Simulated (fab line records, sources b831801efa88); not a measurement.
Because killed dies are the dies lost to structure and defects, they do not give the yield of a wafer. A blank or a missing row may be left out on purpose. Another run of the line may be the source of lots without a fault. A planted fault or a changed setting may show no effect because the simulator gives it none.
fab line records | flow sfq_line
record: lots: 7 | wafers: 21 | last_day: 87
route steps=325 shown I6@276 M7@281
lots that met no fault: from a run of the same line without faults
start_h: hours from the record's opening day to when the first of the lot's shown wafers began | wait_h: hours from the lot's prior step to this one | " identical to the entry in the row above | L1.1+2: a single row standing in for several wafers | - no value, or no start was given | * or withheld: withheld | < > ~ a bound
route shown NAME@n: NAME is a module with steps in the file, n the number in the route of the first one | usual: the fault-free wafers' mean and standard deviation | same: alike in all rows | chamber/n: place in a boat | sites: readings site by site | _std_site: how widely they spread, as a standard deviation | _edge_site: outer sites' mean less inner sites' | radius_mm: how far each site lies from the wafer's centre | mask NAME#n: copy n | behind: the most recent tool/chamber to have shaped the wafer | hold: cause of the lot's hold/its duration in hours/its outcome | device: names the non-switching transistor (n, p or np) | end of line: at the end of the route, the tests of the same wafers | a step given without rows: its recipe and nothing more | killed: count of dies lost to structure and defects at first sort (not the wafer's yield) | map: a wafer's dies, x killed, . not, _ none there
set.NAME: the run value of the setting; set.NAME@STEP: its run value at that earlier step | model.NAME: the simulator's own value behind a step, which no gauge read
lots seen at some steps along the route; tables by step, rows by wafer
services: the hour from which a tool's chamber was out of use, counted from the record's first day as start_h (under 0 if before that day), plus the number of hours and why
== steps ==
step: SFQ_I6_OVL_MEAS_942
usual: I6_OVL: -3/6
lot.wafer | tool       | chamber | start_h | wait_h | I6_OVL[nm]
L504.1    | overlay-01 | -       | 1806.90 | 0.1    | -3
L504.3    | "          | -       | "       | "      | -1
L504.6    | "          | -       | "       | "      | -7
L507.2    | overlay-01 | -       | 1824.20 | 0.1    | -7
L507.3    | "          | -       | "       | "      | -8
L507.6    | "          | -       | "       | "      | 2
L509.2    | overlay-02 | -       | 1835.08 | 0.1    | 4
L509.5    | "          | -       | "       | "      | 1
L509.6    | "          | -       | "       | "      | 0
L510.1    | overlay-01 | -       | 1838.07 | 0.1    | -4
L510.3    | "          | -       | "       | "      | -18
L510.6    | "          | -       | "       | "      | -7
L511.1    | overlay-02 | -       | 1848.45 | 0.1    | -10
L511.3    | "          | -       | "       | "      | -7
L511.6    | "          | -       | "       | "      | -4
L516.2    | overlay-01 | -       | 1957.06 | 0.1    | -9
L516.3    | "          | -       | "       | "      | -1
L516.5    | "          | -       | "       | "      | -1
L518.1    | overlay-02 | -       | 1977.45 | 0.1    | -13
L518.4    | "          | -       | "       | "      | -7
L518.6    | "          | -       | "       | "      | -4
step: SFQ_TRILAYER_I6_VIA_BARC_OPEN_VIA_ETCH_235
recipe: mask_material: PR | chemistry: O2 | target_depth_nm: 125 | target: BARC | source_w: 500 | bias_w: 80 | pressure_mtorr: 30 | time_s: 41.7
usual: drypump_motor_current_A: 5.8/0.42 | oes_product_au: 0.683/0.0042
lot.wafer | tool        | chamber | start_h | wait_h | drypump_motor_current_A | oes_product_au | rf_hours_counter_h
L504.1    | rie_diel-02 | 1       | 1806.94 | 0.0    | 5.7                     | 0.683          | 13
L504.3    | "           | 0       | "       | "      | 5.0                     | 0.691          | 9
L504.6    | "           | 1       | "       | "      | 5.7                     | 0.682          | -
L507.2    | rie_diel-04 | 1       | 1824.23 | 0.0    | 6.0                     | 0.686          | 12
L507.3    | "           | 0       | "       | "      | 6.0                     | 0.682          | 1
L507.6    | "           | 1       | "       | "      | 6.0                     | 0.683          | -
L509.2    | rie_diel-04 | 2       | 1835.11 | 0.0    | 6.0                     | 0.683          | 0
L509.5    | "           | 0       | "       | "      | 6.0                     | 0.680          | -
L509.6    | "           | 2       | "       | "      | 6.0                     | 0.682          | -
L510.1    | rie_diel-03 | 0       | 1838.11 | 0.0    | 6.4                     | 0.683          | 18
L510.3    | "           | 1       | "       | "      | 6.0                     | 0.678          | 16
L510.6    | "           | 3       | "       | "      | 5.8                     | 0.679          | -
L511.1    | rie_diel-04 | 1       | 1848.48 | 0.0    | 5.9                     | 0.675          | 13
L511.3    | "           | 0       | "       | "      | 6.0                     | 0.673          | 2
L511.6    | "           | 1       | "       | "      | 6.0                     | 0.679          | -
L516.2    | rie_diel-04 | 0       | 1957.09 | 0.0    | 6.0                     | 0.681          | 3
L516.3    | "           | 1       | "       | "      | 6.0                     | 0.681          | 14
L516.5    | "           | 2       | "       | "      | 6.0                     | 0.688          | -
L518.1    | rie_diel-04 | 3       | 1977.49 | 0.0    | 5.4                     | 0.682          | 5
L518.4    | "           | 0       | "       | "      | 6.0                     | 0.682          | 3
L518.6    | "           | 0       | "       | "      | 6.0                     | 0.680          | -
step: SFQ_TRILAYER_I6_VIA_ETCH_VIA_ETCH_172
recipe: target: SiO2 | stop_on: Nb | mask_material: PR | taper_deg: 20 | chemistry: CHF3 | target_depth_nm: 260 | source_w: 500 | bias_w: 80 | pressure_mtorr: 30 | time_s: withheld
usual: drypump_motor_current_A: 5.8/0.42 | oes_product_au: 0.854/0.0055
lot.wafer | tool        | chamber | start_h | wait_h | drypump_motor_current_A | oes_product_au
L504.1    | rie_diel-02 | 1       | 1806.98 | 0.0    | 5.7                     | 0.862
L504.3    | "           | 0       | "       | "      | 5.0                     | 0.860
L504.6    | "           | 1       | "       | "      | 5.7                     | 0.855
L507.2    | rie_diel-04 | 1       | 1824.27 | 0.0    | 5.9                     | 0.853
L507.3    | "           | 0       | "       | "      | 6.0                     | 0.856
L507.6    | "           | 1       | "       | "      | 5.9                     | 0.856
L509.2    | rie_diel-04 | 2       | 1835.15 | 0.0    | 6.0                     | 0.856
L509.5    | "           | 0       | "       | "      | 6.0                     | 0.859
L509.6    | "           | 2       | "       | "      | 6.0                     | 0.854
L510.1    | rie_diel-03 | 0       | 1838.15 | 0.0    | 6.4                     | 0.848
L510.3    | "           | 1       | "       | "      | 6.0                     | 0.858
L510.6    | "           | 3       | "       | "      | 5.8                     | 0.846
L511.1    | rie_diel-04 | 1       | 1848.52 | 0.0    | 6.0                     | 0.857
L511.3    | "           | 0       | "       | "      | 6.0                     | 0.848
L511.6    | "           | 1       | "       | "      | 6.0                     | 0.867
L516.2    | rie_diel-04 | 0       | 1957.13 | 0.0    | 6.0                     | 0.857
L516.3    | "           | 1       | "       | "      | 5.9                     | 0.855
L516.5    | "           | 2       | "       | "      | 6.0                     | 0.858
L518.1    | rie_diel-04 | 3       | 1977.53 | 0.0    | 5.4                     | 0.858
L518.4    | "           | 0       | "       | "      | 6.0                     | 0.848
L518.6    | "           | 0       | "       | "      | 6.0                     | 0.854
step: SFQ_TRILAYER_I6_VIA_STRIP_STRIP_173
recipe: gas: O2 | power_w: 200 | platen_temp_c: 40 | overash_fraction: 0.65 | chemistry: O2 | pressure_mtorr: 50
usual: drypump_motor_current_A: 5.5/0.42 | oes_product_au: 1.001/0.0075 | platen_temp_c: 40.00/0.1
lot.wafer | tool         | chamber | start_h | wait_h | drypump_motor_current_A | oes_product_au | platen_temp_c | rf_hours_counter_h
L504.1    | rie_metal-04 | 0       | 1807.09 | -      | 5.4                     | 1.000          | 39.85         | 69
L504.3    | "            | 1       | "       | "      | 4.9                     | 1.004          | 40.00         | -
L504.6    | "            | 0       | "       | "      | 5.4                     | 0.990          | 40.01         | -
L507.2    | rie_metal-04 | 0       | 1824.58 | -      | 5.4                     | 0.996          | 39.94         | -
L507.3    | "            | 0       | "       | "      | 5.4                     | 1.001          | 39.89         | -
L507.6    | "            | 0       | "       | "      | 5.4                     | 0.992          | 40.07         | -
L509.2    | rie_metal-02 | 0       | 1835.26 | -      | 5.7                     | 0.996          | 39.98         | 76
L509.5    | "            | 1       | "       | "      | 4.8                     | 0.992          | 40.04         | -
L509.6    | "            | 0       | "       | "      | 5.7                     | 1.000          | 40.00         | -
L510.1    | rie_metal-02 | 0       | 1838.26 | -      | 5.7                     | 1.009          | 40.01         | 76
L510.3    | "            | 0       | "       | "      | 5.7                     | 1.007          | 40.00         | -
L510.6    | "            | 0       | "       | "      | 5.7                     | 1.013          | 39.94         | -
L511.1    | rie_metal-02 | 0       | 1848.64 | -      | 5.7                     | 1.000          | 40.08         | 78
L511.3    | "            | 1       | "       | "      | 4.8                     | 1.000          | 40.07         | -
L511.6    | "            | 1       | "       | "      | 4.8                     | 0.997          | 40.04         | -
L516.2    | rie_metal-01 | 1       | 1957.24 | -      | 5.8                     | 1.010          | 39.85         | 91
L516.3    | "            | 1       | "       | "      | 5.8                     | 1.003          | 39.93         | -
L516.5    | "            | 0       | "       | "      | 6.0                     | 1.005          | 40.13         | -
L518.1    | rie_metal-02 | 0       | 1977.64 | -      | 5.7                     | 1.002          | 40.14         | 97
L518.4    | "            | 1       | "       | "      | 4.8                     | 0.999          | 40.03         | -
L518.6    | "            | 1       | "       | "      | 4.8                     | 0.982          | 40.14         | -
step: SFQ_TRILAYER_I6_VIA_STRIP_SOLV_CLEAN_174
recipe: chemistry: NMP | temp_c: 70 | time_s: 600
step: SFQ_TRILAYER_M7_DEP_PRE_CLEAN_176
recipe: gas: Ar | time_s: 22.5 | bias_v: 250
step: SFQ_TRILAYER_M7_DEP_SPUTTER_175
recipe: material: Nb | base_pressure_pa: 1.33e-06 | chamber_pressure_pa: 0.1333 | substrate_temp_c: 20 | target_thk_nm: 200 | power_w: 2000 | time_s: 133.3
usual: substrate_temp_c: 19.98/0.1 | throttle_valve_pct: 30.3/1.1
lot.wafer | tool           | chamber | start_h | wait_h | substrate_temp_c | throttle_valve_pct
L504.1    | pvd_sputter-05 | -       | 1807.89 | 0.0    | 19.98            | 29.4
L504.3    | "              | -       | "       | "      | 20.06            | 30.9
L504.6    | "              | -       | "       | "      | 20.01            | 29.5
L507.2    | pvd_sputter-06 | -       | 1825.78 | 0.0    | 19.90            | 28.2
L507.3    | "              | -       | "       | "      | 20.01            | 28.6
L507.6    | "              | -       | "       | "      | 19.97            | 30.9
L509.2    | pvd_sputter-05 | -       | 1836.06 | 0.0    | 20.01            | 32.3
L509.5    | "              | -       | "       | "      | 19.94            | 29.5
L509.6    | "              | -       | "       | "      | 19.89            | 30.0
L510.1    | pvd_sputter-06 | -       | 1839.06 | 0.0    | 19.89            | 30.9
L510.3    | "              | -       | "       | "      | 20.01            | 28.4
L510.6    | "              | -       | "       | "      | 20.18            | 28.6
L511.1    | pvd_sputter-05 | -       | 1849.44 | 0.0    | 19.99            | 32.2
L511.3    | "              | -       | "       | "      | 20.17            | 31.3
L511.6    | "              | -       | "       | "      | 19.81            | 32.0
L516.2    | pvd_sputter-04 | -       | 1958.06 | 0.0    | 20.15            | 29.9
L516.3    | "              | -       | "       | "      | 19.71            | 30.6
L516.5    | "              | -       | "       | "      | 19.92            | 30.2
L518.1    | pvd_sputter-06 | -       | 1978.44 | 0.0    | 19.96            | 31.0
L518.4    | "              | -       | "       | "      | 19.90            | 30.8
L518.6    | "              | -       | "       | "      | 19.79            | 30.7
step: SFQ_M7_RS_MEAS_943
recipe: thk_meas_gauge: four-point-probe | reads: Nb_of_TRILAYER_M7_DEP_SPUTTER_175
usual: M7_NB_RS: 0.891/0.0087
lot.wafer | tool          | chamber | start_h | wait_h | M7_NB_RS[ohm/sq]
L504.1    | film_metro-04 | -       | 1807.98 | 0.0    | 0.882
L504.3    | "             | -       | "       | "      | 0.899
L504.6    | "             | -       | "       | "      | 0.878
L507.2    | film_metro-01 | -       | 1825.89 | 0.1    | 0.909
L507.3    | "             | -       | "       | "      | 0.896
L507.6    | "             | -       | "       | "      | 0.888
L509.2    | film_metro-03 | -       | 1836.17 | 0.1    | 0.908
L509.5    | "             | -       | "       | "      | 0.892
L509.6    | "             | -       | "       | "      | 0.900
L510.1    | film_metro-03 | -       | 1839.15 | 0.0    | 0.879
L510.3    | "             | -       | "       | "      | 0.884
L510.6    | "             | -       | "       | "      | 0.883
L511.1    | film_metro-04 | -       | 1849.53 | 0.0    | 0.899
L511.3    | "             | -       | "       | "      | 0.897
L511.6    | "             | -       | "       | "      | 0.905
L516.2    | film_metro-01 | -       | 1958.17 | 0.1    | 0.890
L516.3    | "             | -       | "       | "      | 0.893
L516.5    | "             | -       | "       | "      | 0.884
L518.1    | film_metro-03 | -       | 1978.53 | 0.0    | 0.878
L518.4    | "             | -       | "       | "      | 0.890
L518.6    | "             | -       | "       | "      | 0.880
step: SFQ_TRILAYER_M7_LITHO_COAT_182
recipe: resist: BARC | spin_rpm: 3000 | resist_thk_nm: 62
step: SFQ_TRILAYER_M7_LITHO_COAT_177
recipe: resist: KrF | spin_rpm: 3000 | resist_thk_nm: 600
step: SFQ_TRILAYER_M7_LITHO_SOFTBAKE_181
recipe: temp_c: withheld | time_s: withheld | resist: KrF
step: SFQ_TRILAYER_M7_LITHO_EXPOSE_178
recipe: mask_id: M7 | na: 0.6 | source_shape: conventional | sigma_outer: 0.65 | target_cd_nm: 500 | dose_mj: 14.4
usual: stage_vel_mm_s: 500.1/0.3
lot.wafer | tool           | chamber | start_h | wait_h | mask | stage_vel_mm_s | model.M7.overlay_x_nm
L504.1    | krf_scanner-02 | 0       | 1813.73 | -      | M7#0 | 500.0          | 6.455
L504.3    | "              | 0       | "       | "      | M7#0 | 500.0          | 6.455
L504.6    | "              | 0       | "       | "      | M7#0 | 499.9          | 6.455
L507.2    | krf_scanner-01 | 0       | 1828.69 | -      | M7#0 | 499.9          | 10.07
L507.3    | "              | 0       | "       | "      | M7#0 | 500.0          | 10.07
L507.6    | "              | 0       | "       | "      | M7#0 | 500.2          | 10.07
L509.2    | krf_scanner-01 | 0       | 1837.97 | -      | M7#0 | 499.8          | 63.99
L509.5    | "              | 0       | "       | "      | M7#0 | 500.0          | 63.99
L509.6    | "              | 0       | "       | "      | M7#0 | 499.9          | 63.99
L510.1    | krf_scanner-01 | 0       | 1841.37 | -      | M7#0 | 500.0          | 61.79
L510.3    | "              | 0       | "       | "      | M7#0 | 499.7          | 61.79
L510.6    | "              | 0       | "       | "      | M7#0 | 500.0          | 61.79
L511.1    | krf_scanner-01 | 0       | 1851.15 | -      | M7#0 | 500.4          | 66.25
L511.3    | "              | 0       | "       | "      | M7#0 | 499.9          | 66.25
L511.6    | "              | 0       | "       | "      | M7#0 | 499.8          | 66.25
L516.2    | krf_scanner-02 | 0       | 1961.81 | -      | M7#0 | 500.3          | 5.453
L516.3    | "              | 0       | "       | "      | M7#0 | 499.9          | 5.453
L516.5    | "              | 0       | "       | "      | M7#0 | 500.2          | 5.453
L518.1    | krf_scanner-02 | 0       | 1989.76 | -      | M7#0 | 500.0          | 0.1055
L518.4    | "              | 0       | "       | "      | M7#0 | 499.6          | 0.1055
L518.6    | "              | 0       | "       | "      | M7#0 | 499.8          | 0.1055
step: SFQ_TRILAYER_M7_LITHO_PEB_180
recipe: peb_temp_c: 115 | peb_time_s: 60 | resist: KrF
step: SFQ_TRILAYER_M7_LITHO_DEVELOP_179
recipe: time_s: 60 | resist: KrF
step: SFQ_M7_OVL_MEAS_945
usual: M7_OVL: 1/4.6
lot.wafer | tool       | chamber | start_h | wait_h | hold                     | M7_OVL[nm]
L504.1    | overlay-02 | -       | 1815.23 | 0.1    | -                        | -2
L504.3    | "          | -       | "       | "      | -                        | 4
L504.6    | "          | -       | "       | "      | -                        | -1
L507.2    | overlay-02 | -       | 1830.00 | 0.1    | -                        | 8
L507.3    | "          | -       | "       | "      | -                        | 7
L507.6    | "          | -       | "       | "      | -                        | 2
L509.2    | overlay-01 | -       | 1839.28 | 0.1    | await_dispo/0.2h/release | 57
L509.5    | "          | -       | "       | "      | await_dispo/0.2h/release | 62
L509.6    | "          | -       | "       | "      | await_dispo/0.2h/release | 64
L509.2    | overlay-01 | -       | 1839.48 | 0.2    | -                        | 60
L509.5    | "          | -       | "       | "      | -                        | 65
L509.6    | "          | -       | "       | "      | -                        | 68
L510.1    | overlay-01 | -       | 1842.87 | 0.1    | await_dispo/0.2h/release | 61
L510.3    | "          | -       | "       | "      | await_dispo/0.2h/release | 56
L510.6    | "          | -       | "       | "      | await_dispo/0.2h/release | 59
L510.1    | overlay-01 | -       | 1843.07 | 0.2    | -                        | 69
L510.3    | "          | -       | "       | "      | -                        | 63
L510.6    | "          | -       | "       | "      | -                        | 59
L511.1    | overlay-01 | -       | 1852.65 | 0.1    | await_dispo/0.2h/release | 60
L511.3    | "          | -       | "       | "      | await_dispo/0.2h/release | 65
L511.6    | "          | -       | "       | "      | await_dispo/0.2h/release | 65
L511.1    | overlay-01 | -       | 1852.85 | 0.2    | -                        | 64
L511.3    | "          | -       | "       | "      | -                        | 69
L511.6    | "          | -       | "       | "      | -                        | 69
L516.2    | overlay-01 | -       | 1963.11 | 0.1    | -                        | 3
L516.3    | "          | -       | "       | "      | -                        | 0
L516.5    | "          | -       | "       | "      | -                        | -2
L518.1    | overlay-02 | -       | 1991.26 | 0.1    | -                        | 1
L518.4    | "          | -       | "       | "      | -                        | -5
L518.6    | "          | -       | "       | "      | -                        | -1
step: SFQ_TRILAYER_M7_BARC_OPEN_METAL_ETCH_229
recipe: mask_material: PR | chemistry: O2 | target_depth_nm: 125 | target: BARC | icp_w: 600 | bias_w: 80 | pressure_mtorr: 10 | time_s: 41.7
usual: drypump_motor_current_A: 5.5/0.52 | oes_product_au: 0.685/0.0045
lot.wafer | tool         | chamber | start_h | wait_h | hold                     | drypump_motor_current_A | oes_product_au | rf_hours_counter_h
L504.1    | rie_metal-01 | 1       | 1815.26 | 0.0    | -                        | 5.8                     | 0.683          | 64
L504.3    | "            | 0       | "       | "      | -                        | 6.0                     | 0.689          | -
L504.6    | "            | 1       | "       | "      | -                        | 5.8                     | 0.684          | -
L507.2    | rie_metal-02 | 1       | 1830.03 | 0.0    | -                        | 4.8                     | 0.690          | 17
L507.3    | "            | 0       | "       | "      | -                        | 5.7                     | 0.689          | -
L507.6    | "            | 1       | "       | "      | -                        | 4.8                     | 0.685          | -
L509.2    | rie_metal-03 | 0       | 1845.22 | 5.7    | await_dispo/5.7h/release | 4.9                     | 0.687          | 24
L509.5    | "            | 1       | "       | "      | await_dispo/5.7h/release | 6.2                     | 0.692          | -
L509.6    | "            | 0       | "       | "      | await_dispo/5.7h/release | 4.9                     | 0.685          | -
L510.1    | rie_metal-02 | 0       | 1846.05 | 3.0    | await_dispo/2.9h/release | 5.7                     | 0.683          | 77
L510.3    | "            | 0       | "       | "      | await_dispo/2.9h/release | 5.7                     | 0.688          | -
L510.6    | "            | 1       | "       | "      | await_dispo/2.9h/release | 4.8                     | 0.689          | -
L511.1    | rie_metal-03 | 0       | 1856.26 | 3.4    | await_dispo/3.4h/release | 5.0                     | 0.684          | 26
L511.3    | "            | 0       | "       | "      | await_dispo/3.4h/release | 5.0                     | 0.684          | -
L511.6    | "            | 1       | "       | "      | await_dispo/3.4h/release | 6.2                     | 0.676          | -
L516.2    | rie_metal-02 | 1       | 1963.14 | 0.0    | -                        | 4.8                     | 0.691          | 33
L516.3    | "            | 1       | "       | "      | -                        | 4.8                     | 0.693          | -
L516.5    | "            | 1       | "       | "      | -                        | 4.8                     | 0.682          | -
L518.1    | rie_metal-02 | 1       | 1991.49 | 0.2    | -                        | 4.8                     | 0.685          | 38
L518.4    | "            | 0       | "       | "      | -                        | 5.7                     | 0.682          | -
L518.6    | "            | 0       | "       | "      | -                        | 5.7                     | 0.686          | -
== services ==
tool           | chamber | start_h | hours | kind
rie_metal-02   | 1       | 1800.65 | 2.3   | repair
rie_diel-02    | 3       | 1806.24 | 5.4   | repair
krf_scanner-01 | -       | 1808.38 | 2.2   | repair
pvd_sputter-06 | -       | 1811.35 | 9.3   | repair
krf_scanner-02 | -       | 1811.40 | 1.0   | pm
krf_scanner-02 | -       | 1814.93 | 0.8   | pm
krf_scanner-01 | -       | 1821.39 | 1.3   | pm
krf_scanner-01 | -       | 1825.09 | 1.0   | pm
rie_diel-04    | 0       | 1828.87 | 4.4   | repair
rie_diel-04    | 3       | 1834.04 | 7.3   | repair
pvd_sputter-06 | -       | 1853.10 | 4.4   | repair
rie_diel-04    | 1       | 1860.71 | 6.5   | repair
krf_scanner-02 | -       | 1871.43 | 0.3   | repair
krf_scanner-02 | -       | 1874.22 | 0.6   | repair
krf_scanner-02 | -       | 1886.10 | 4.0   | pm
pvd_sputter-05 | -       | 1899.24 | 6.8   | repair
krf_scanner-02 | -       | 1903.33 | 1.3   | pm
rie_diel-04    | 3       | 1908.10 | 6.1   | repair
rie_diel-04    | 2       | 1912.14 | 6.4   | repair
rie_metal-02   | 1       | 1918.13 | 18.0  | repair
krf_scanner-02 | -       | 1949.61 | 7.2   | pm
rie_diel-04    | 2       | 1967.27 | 5.6   | repair
krf_scanner-02 | -       | 1979.61 | 1.0   | pm
krf_scanner-02 | -       | 1983.01 | 0.8   | pm
== key ==
first_sign: step: SFQ_M7_OVL_MEAS_945 | reading: visit | direction: added
effect: step: SFQ_M7_OVL_MEAS_945 | reading: M7_OVL | direction: up | sigmas: 13 | usual: 1 | struck: 61
model_effect: step: SFQ_TRILAYER_M7_LITHO_EXPOSE_178 | value: M7.overlay_x_nm | without: -0.7805 | struck: 64.01
met_at SFQ_TRILAYER_M7_LITHO_EXPOSE_178
struck_wafers L509.2,L509.5,L509.6,L510.1,L510.3,L510.6,L511.1,L511.3,L511.6
onset_between 1828.69 1837.97
fault: kind: scanner_matching_overlay | tool: krf_scanner-01 | chamber: - | onset_h: 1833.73 | steps: SFQ_TRILAYER_M7_LITHO_EXPOSE_178 | offset: 64.79
